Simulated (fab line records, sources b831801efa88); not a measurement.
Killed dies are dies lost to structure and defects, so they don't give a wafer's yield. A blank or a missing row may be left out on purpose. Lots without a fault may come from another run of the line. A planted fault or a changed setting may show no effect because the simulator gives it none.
Chamber matching | flow gf180mcu | GF_STI_ETCH_14 on rie_si-01: 4 sister chambers
The step etches Si in HBr/Cl2/O2, target depth 360 nm, time 102.9 s. 4 wafers are shown with their chamber, then 8 later ones without.

WAFERS WITH THEIR CHAMBER
wafer  | chamber | drypump_motor_current_A (A)
L646.6 | 2       | 5.8
L649.4 | 3       | 5.4
L649.5 | 1       | 6.4
L652.1 | 0       | 5.9

WAFERS WITHOUT THEIR CHAMBER
wafer  | drypump_motor_current_A (A)
L652.2 | 5.8
L652.6 | 5.9
L653.2 | 5.8
L653.5 | 6.4
L653.6 | 5.9
L655.3 | 6.5
L655.4 | 5.4
L655.5 | 5.7

WHICH CHAMBER EACH WENT THROUGH
wafer  | from the rows above | in truth
L652.2 | 2                   | 2
L652.6 | 0                   | 0
L653.2 | 2                   | 2
L653.5 | 1                   | 1
L653.6 | 0                   | 0
L655.3 | 1                   | 1
L655.4 | 3                   | 3
L655.5 | 2                   | 2
Placed correctly: 8 of 8. Can't be placed from these rows: 0. Placed wrongly: 0.
How it was worked out, from the rows above alone: a wafer's distance from a chamber is the root of the sum, over the readings, of the square of ((its reading less the chamber's mean) divided by the reading's scatter). The wafer belongs to the nearest chamber; if the next one is less than 2 further off, it can't be placed. A chamber's mean is the mean of its shown wafers. The scatter: with one shown wafer a chamber, the root of the mean of the squares of how far each hidden wafer lies from its nearest shown one.
